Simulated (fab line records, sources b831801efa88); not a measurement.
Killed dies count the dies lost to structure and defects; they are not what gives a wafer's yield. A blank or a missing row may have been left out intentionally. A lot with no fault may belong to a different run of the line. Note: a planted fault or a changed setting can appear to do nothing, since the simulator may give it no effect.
What tool caused it? || flow sky130 || 12 lots with 36 wafers sampled at 4 steps, on a route of 708 steps

## WHAT THE GAUGES SHOWED, per wafer
SKY_VIA2_RS_MEAS_22: measurement is done with a four-point probe. Usual: VIA2_W_RS gives 0.274 ohm/sq (standard deviation 0.0034).
{"lot": "L881", "measured": "day 38 03:59", "on": "film metro-02", "VIA2_W_RS (ohm/sq)": "0.272 0.271 0.272", "flag": ""}
{"lot": "L880", "measured": "day 38 04:41", "on": "film metro-03", "VIA2_W_RS (ohm/sq)": "0.273 0.274 0.273", "flag": ""}
{"lot": "L879", "measured": "day 38 04:54", "on": "film metro-03", "VIA2_W_RS (ohm/sq)": "0.267 0.272 0.276", "flag": ""}
{"lot": "L886", "measured": "day 38 06:11", "on": "film metro-03", "VIA2_W_RS (ohm/sq)": "0.269 0.273 0.268", "flag": ""}
{"lot": "L888", "measured": "day 39 03:30", "on": "film metro-02", "VIA2_W_RS (ohm/sq)": "0.270 0.276 0.273", "flag": ""}
{"lot": "L890", "measured": "day 40 07:26", "on": "film metro-03", "VIA2_W_RS (ohm/sq)": "0.273 0.272 0.277", "flag": ""}
{"lot": "L891", "measured": "day 40 12:40", "on": "film metro-02", "VIA2_W_RS (ohm/sq)": "0.277 0.272 0.280", "flag": ""}
{"lot": "L893", "measured": "day 41 09:05", "on": "film metro-03", "VIA2_W_RS (ohm/sq)": "0.274 0.274 0.276", "flag": ""}
{"lot": "L900", "measured": "day 42 15:48", "on": "film metro-02", "VIA2_W_RS (ohm/sq)": "0.275 0.278 0.279", "flag": ""}
{"lot": "L901", "measured": "day 42 16:06", "on": "film metro-03", "VIA2_W_RS (ohm/sq)": "0.274 0.276 0.272", "flag": ""}
{"lot": "L899", "measured": "day 42 16:56", "on": "film metro-02", "VIA2_W_RS (ohm/sq)": "0.272 0.275 0.274", "flag": ""}
{"lot": "L902", "measured": "day 42 17:54", "on": "film metro-03", "VIA2_W_RS (ohm/sq)": "0.274 0.272 0.272", "flag": ""}

SKY_VIA3_RS_MEAS_22: measurement is done with a four-point probe. Usual: VIA3_W_RS gives 0.2944 ohm/sq (standard deviation 0.003).
{"lot": "L881", "measured": "day 41 09:46", "on": "film metro-04", "VIA3_W_RS (ohm/sq)": "0.2909 0.2897 0.2900", "flag": ""}
{"lot": "L880", "measured": "day 41 10:54", "on": "film metro-01", "VIA3_W_RS (ohm/sq)": "0.2918 0.2942 0.2922", "flag": ""}
{"lot": "L879", "measured": "day 41 11:52", "on": "film metro-01", "VIA3_W_RS (ohm/sq)": "0.2971 0.2971 0.2933", "flag": ""}
{"lot": "L886", "measured": "day 41 13:18", "on": "film metro-03", "VIA3_W_RS (ohm/sq)": "0.2969 0.2975 0.2949", "flag": ""}
{"lot": "L888", "measured": "day 42 08:25", "on": "film metro-04", "VIA3_W_RS (ohm/sq)": "0.2941 0.2991 0.2964", "flag": ""}
{"lot": "L890", "measured": "day 43 11:15", "on": "film metro-04", "VIA3_W_RS (ohm/sq)": "0.2927 0.2940 0.2970", "flag": ""}
{"lot": "L891", "measured": "day 43 16:19", "on": "film metro-03", "VIA3_W_RS (ohm/sq)": "0.2940 0.2981 0.2927", "flag": ""}
{"lot": "L893", "measured": "day 44 11:17", "on": "film metro-03", "VIA3_W_RS (ohm/sq)": "0.2934 0.2928 0.2922", "flag": ""}
{"lot": "L900", "measured": "day 45 14:55", "on": "film metro-03", "VIA3_W_RS (ohm/sq)": "0.2934 0.2925 0.2907", "flag": ""}
{"lot": "L901", "measured": "day 45 15:32", "on": "film metro-01", "VIA3_W_RS (ohm/sq)": "0.2971 0.2943 0.2946", "flag": ""}
{"lot": "L899", "measured": "day 45 18:07", "on": "film metro-03", "VIA3_W_RS (ohm/sq)": "0.2881 0.2908 0.2905", "flag": ""}
{"lot": "L902", "measured": "day 45 18:02", "on": "film metro-04", "VIA3_W_RS (ohm/sq)": "0.2920 0.2910 0.2923", "flag": ""}

## WHICH TOOL RAN EACH LOT (tool, then ch and the chambers of the sampled wafers, then the start)
{"lot": "L881", "SKY_METAL1_METAL_ETCH_19": "rie metal-02 ch 0,1, day 34 01:17", "SKY_VIA2_ETCH_14": "rie diel-03 ch 0,2, day 38 02:59"}
{"lot": "L880", "SKY_METAL1_METAL_ETCH_19": "rie metal-03 ch 0,1, day 34 02:46", "SKY_VIA2_ETCH_14": "rie diel-03 ch 0,2, day 38 03:44"}
{"lot": "L879", "SKY_METAL1_METAL_ETCH_19": "rie metal-02 ch 0, day 34 03:46", "SKY_VIA2_ETCH_14": "rie diel-02 ch 1,3, day 38 03:58"}
{"lot": "L886", "SKY_METAL1_METAL_ETCH_19": "rie metal-03 ch 0,1, day 34 19:52", "SKY_VIA2_ETCH_14": "rie diel-02 ch 0,2,3, day 38 05:10"}
{"lot": "L888", "SKY_METAL1_METAL_ETCH_19": "rie metal-03 ch 1, day 35 18:02", "SKY_VIA2_ETCH_14": "rie diel-02 ch 0,2, day 39 02:34"}
{"lot": "L890", "SKY_METAL1_METAL_ETCH_19": "rie metal-03 ch 0,1, day 36 22:25", "SKY_VIA2_ETCH_14": "rie diel-03 ch 0,1,3, day 40 06:29"}
{"lot": "L891", "SKY_METAL1_METAL_ETCH_19": "rie metal-02 ch 0,1, day 37 02:58", "SKY_VIA2_ETCH_14": "rie diel-01 ch 0,3, day 40 11:43"}
{"lot": "L893", "SKY_METAL1_METAL_ETCH_19": "rie metal-02 ch 1, day 38 00:43", "SKY_VIA2_ETCH_14": "rie diel-03 ch 0,1, day 41 08:11"}
{"lot": "L900", "SKY_METAL1_METAL_ETCH_19": "rie metal-03 ch 0,1, day 39 08:23", "SKY_VIA2_ETCH_14": "rie diel-01 ch 2,3, day 42 14:52"}
{"lot": "L901", "SKY_METAL1_METAL_ETCH_19": "rie metal-02 ch 0,1, day 39 09:28", "SKY_VIA2_ETCH_14": "rie diel-02 ch 2,3, day 42 15:11"}
{"lot": "L899", "SKY_METAL1_METAL_ETCH_19": "rie metal-03 ch 0,1, day 39 10:08", "SKY_VIA2_ETCH_14": "rie diel-01 ch 0,2, day 42 16:01"}
{"lot": "L902", "SKY_METAL1_METAL_ETCH_19": "rie metal-02 ch 1, day 39 11:40", "SKY_VIA2_ETCH_14": "rie diel-01 ch 0,2,3, day 42 16:59"}
- SKY_METAL1_METAL_ETCH_19: etches the open film in Cl2/BCl3, stops on SiO2, target depth 360 nm, time 78 s.
- SKY_VIA2_ETCH_14: etches BARC in N2/H2, stops on SiO2, time 45.9 s, target depth 60 nm.

## WHAT THE TOOLS THEMSELVES READ (means of the sampled wafers that have a number; where no wafer has one, the mark that the record gives instead)
SKY_METAL1_METAL_ETCH_19. Usual: drypump motor current A 5.90 A, standard deviation 0.22; oes product au 0.857 a.u., standard deviation 0.0053; throttle valve pct 22.264 %, standard deviation 0.0084.
{"lot": "L881", "tool": "rie metal-02", "drypump motor current A (A)": 5.99, "oes product au (a.u.)": 0.858, "throttle valve pct (%)": 22.266, "flag": ""}
{"lot": "L880", "tool": "rie metal-03", "drypump motor current A (A)": 5.66, "oes product au (a.u.)": 0.861, "throttle valve pct (%)": 22.264, "flag": ""}
{"lot": "L879", "tool": "rie metal-02", "drypump motor current A (A)": 5.87, "oes product au (a.u.)": 0.852, "throttle valve pct (%)": 22.267, "flag": ""}
{"lot": "L886", "tool": "rie metal-03", "drypump motor current A (A)": 5.66, "oes product au (a.u.)": 0.857, "throttle valve pct (%)": 22.266, "flag": ""}
{"lot": "L888", "tool": "rie metal-03", "drypump motor current A (A)": 5.97, "oes product au (a.u.)": 0.861, "throttle valve pct (%)": 22.261, "flag": ""}
{"lot": "L890", "tool": "rie metal-03", "drypump motor current A (A)": 5.67, "oes product au (a.u.)": 0.855, "throttle valve pct (%)": 22.259, "flag": ""}
{"lot": "L891", "tool": "rie metal-02", "drypump motor current A (A)": 6.00, "oes product au (a.u.)": 0.853, "throttle valve pct (%)": 22.253, "flag": ""}
{"lot": "L893", "tool": "rie metal-02", "drypump motor current A (A)": 6.08, "oes product au (a.u.)": 0.858, "throttle valve pct (%)": 22.266, "flag": ""}
{"lot": "L900", "tool": "rie metal-03", "drypump motor current A (A)": 5.66, "oes product au (a.u.)": 0.853, "throttle valve pct (%)": 22.257, "flag": ""}
{"lot": "L901", "tool": "rie metal-02", "drypump motor current A (A)": 5.93, "oes product au (a.u.)": 0.858, "throttle valve pct (%)": 22.266, "flag": ""}
{"lot": "L899", "tool": "rie metal-03", "drypump motor current A (A)": 5.66, "oes product au (a.u.)": 0.862, "throttle valve pct (%)": 22.266, "flag": ""}
{"lot": "L902", "tool": "rie metal-02", "drypump motor current A (A)": 6.07, "oes product au (a.u.)": 0.859, "throttle valve pct (%)": 22.268, "flag": ""}

SKY_VIA2_ETCH_14. Usual: drypump motor current A 5.8 A, standard deviation 0.44; h2 flow sccm 200.0 sccm, standard deviation 0.55; oes product au 0.854 a.u., standard deviation 0.0054; throttle valve pct 13.223 %, standard deviation 0.009.
{"lot": "L881", "tool": "rie diel-03", "drypump motor current A (A)": 5.5, "h2 flow sccm (sccm)": 199.9, "oes product au (a.u.)": 0.862, "throttle valve pct (%)": 13.225, "flag": ""}
{"lot": "L880", "tool": "rie diel-03", "drypump motor current A (A)": 5.6, "h2 flow sccm (sccm)": 199.6, "oes product au (a.u.)": 0.856, "throttle valve pct (%)": 13.218, "flag": ""}
{"lot": "L879", "tool": "rie diel-02", "drypump motor current A (A)": 6.6, "h2 flow sccm (sccm)": 200.1, "oes product au (a.u.)": 0.857, "throttle valve pct (%)": 13.231, "flag": ""}
{"lot": "L886", "tool": "rie diel-02", "drypump motor current A (A)": 5.8, "h2 flow sccm (sccm)": 199.9, "oes product au (a.u.)": 0.849, "throttle valve pct (%)": 13.222, "flag": ""}
{"lot": "L888", "tool": "rie diel-02", "drypump motor current A (A)": 5.3, "h2 flow sccm (sccm)": 199.9, "oes product au (a.u.)": 0.849, "throttle valve pct (%)": 13.229, "flag": ""}
{"lot": "L890", "tool": "rie diel-03", "drypump motor current A (A)": 5.7, "h2 flow sccm (sccm)": 199.8, "oes product au (a.u.)": 0.855, "throttle valve pct (%)": 13.227, "flag": ""}
{"lot": "L891", "tool": "rie diel-01", "drypump motor current A (A)": 6.1, "h2 flow sccm (sccm)": 199.5, "oes product au (a.u.)": 0.859, "throttle valve pct (%)": 13.218, "flag": ""}
{"lot": "L893", "tool": "rie diel-03", "drypump motor current A (A)": 5.6, "h2 flow sccm (sccm)": 199.9, "oes product au (a.u.)": 0.854, "throttle valve pct (%)": 13.223, "flag": ""}
{"lot": "L900", "tool": "rie diel-01", "drypump motor current A (A)": 5.8, "h2 flow sccm (sccm)": 199.7, "oes product au (a.u.)": 0.858, "throttle valve pct (%)": 13.215, "flag": ""}
{"lot": "L901", "tool": "rie diel-02", "drypump motor current A (A)": 5.8, "h2 flow sccm (sccm)": 199.9, "oes product au (a.u.)": 0.856, "throttle valve pct (%)": 13.235, "flag": ""}
{"lot": "L899", "tool": "rie diel-01", "drypump motor current A (A)": 6.1, "h2 flow sccm (sccm)": 200.3, "oes product au (a.u.)": 0.854, "throttle valve pct (%)": 13.220, "flag": ""}
{"lot": "L902", "tool": "rie diel-01", "drypump motor current A (A)": 5.9, "h2 flow sccm (sccm)": 199.8, "oes product au (a.u.)": 0.851, "throttle valve pct (%)": 13.218, "flag": ""}

## THE ANSWER, worked out from the rows above alone
Rule: a lot counts as off when the mean over its wafers that have a number is more than 3 standard deviations away from the usual mean. Also off: a lot with no number at a reading for which 4 or more lots have one. All remaining lots with rows at the step are treated as sound. After the gauges, taken in route order, come the tools' own readings; for these a lot's mean is taken, as printed above. The first step at which some lot is off is used, and at that step the reading that is off furthest; a lot without a number counts as furthest.
No lot is off at any reading shown: from this, nothing can be told.

## WHAT THE SIMULATOR HAD INSERTED
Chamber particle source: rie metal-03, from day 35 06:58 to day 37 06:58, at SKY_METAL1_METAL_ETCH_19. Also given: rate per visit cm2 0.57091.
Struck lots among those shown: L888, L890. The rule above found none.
